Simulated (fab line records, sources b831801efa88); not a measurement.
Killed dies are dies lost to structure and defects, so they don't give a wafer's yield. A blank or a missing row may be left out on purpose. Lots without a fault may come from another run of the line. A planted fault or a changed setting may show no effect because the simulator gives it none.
Which tool did it? | flow sky130 | 7 lots, 21 wafers sampled, at 2 steps of a route of 708

WHAT THE GAUGES READ, wafer by wafer
SKY_LDD_P_TW_MEAS_11.
lot  | measured     | on            | LDD_P_TW
L435 | day 19 04:53 | film_metro-01 | 637 634 638
L437 | day 19 18:17 | film_metro-03 | 640 641 637
L444 | day 22 18:09 | film_metro-02 | 637 641 641
L448 | day 24 19:50 | film_metro-02 | 619 614 613
L451 | day 26 07:06 | film_metro-03 | 641 636 636
L454 | day 27 06:21 | film_metro-01 | 636 636 637
L457 | day 27 22:31 | film_metro-02 | 641 637 636

WHICH TOOL RAN EACH LOT (tool, then ch and the chambers of the sampled wafers, then the start)
lot  | SKY_LDD_P_IMPLANT_09
L435 | implanter-02 ch 0, day 19 04:40
L437 | implanter-02 ch 0, day 19 18:02
L444 | implanter-03 ch 0, day 22 17:54
L448 | implanter-02 ch 0, day 24 19:35
L451 | implanter-01 ch 0, day 26 06:51
L454 | implanter-03 ch 0, day 27 06:06
L457 | implanter-02 ch 0, day 27 22:16
- SKY_LDD_P_IMPLANT_09

THE ANSWER, worked out from the rows above alone
Rule: what is usual is taken from the lots themselves. Put in order of their means at a reading, lots are off if they are a third of the lots or fewer, leave a main group of 4 or more, and stand apart from it by a gap of 3 or more times the standard deviation of the main group's means; of several such gaps the widest counts. A main group whose means are all the same, to the digits that the tables above print for the reading, isn't used. A lot without any number at a reading at which 4 lots or more have one is off too. The other lots that the step has rows for count as sound.
Off: L448, at SKY_LDD_P_TW_MEAS_11 (LDD_P_TW). The main group: mean 638, standard deviation 1.3.
A tool fits if, at a process step before that reading, it ran every lot that is off, and no sound lot after the first of them. The gauges at SKY_LDD_P_TW_MEAS_11 are tried like those tools. None of those tried fits.

WHAT THE SIMULATOR HAD PUT IN
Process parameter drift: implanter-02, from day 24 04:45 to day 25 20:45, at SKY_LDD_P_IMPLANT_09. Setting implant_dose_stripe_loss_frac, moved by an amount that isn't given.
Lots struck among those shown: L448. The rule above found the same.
